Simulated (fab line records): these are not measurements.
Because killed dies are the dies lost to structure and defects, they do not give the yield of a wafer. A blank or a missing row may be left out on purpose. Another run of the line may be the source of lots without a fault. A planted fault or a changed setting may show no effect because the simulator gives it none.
Matching of chambers -- flow sky130 -- SKY_PASSIVATION_CVD_02 on pecvd-04: 3 sister chambers
The step deposits Si3N4, target thk 540 nm. 3 wafers are shown with their chamber, then 7 later ones without.

WAFERS WITH THEIR CHAMBER
wafer,chamber,heater-power-w (W)
L081.3,2,638
L082.6,0,643
L086.4,1,680

WAFERS WITHOUT THEIR CHAMBER
wafer,heater-power-w (W)
L086.5,658
L092.3,651
L092.4,697
L092.5,689
L093.1,684
L093.2,711
L093.5,674

WHICH CHAMBER EACH ONE RAN IN
wafer,from the rows above,in truth
L086.5,can't be placed: 0 or 2 or 1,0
L092.3,can't be placed: 0 or 2 or 1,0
L092.4,1,1
L092.5,1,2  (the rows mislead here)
L093.1,1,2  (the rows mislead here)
L093.2,1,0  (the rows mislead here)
L093.5,can't be placed: 1 or 0 or 2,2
Placed correctly: 1 of 7. Can't be placed from these rows: 3 (the true chamber is among the candidates in 3). Wrongly placed: 3.
How it was worked out, from the rows above alone: a wafer's distance from a chamber is the root of the sum, over the readings, of the square of ((its reading less the chamber's mean) divided by the reading's scatter). If the next closest chamber is less than 2 further off than the closest, the wafer can't be placed; otherwise it belongs to the closest. A chamber's mean is the mean of its shown wafers. The scatter (one wafer shown for each chamber): square how far every hidden wafer sits from the nearest shown wafer, average those squares and take the square root.
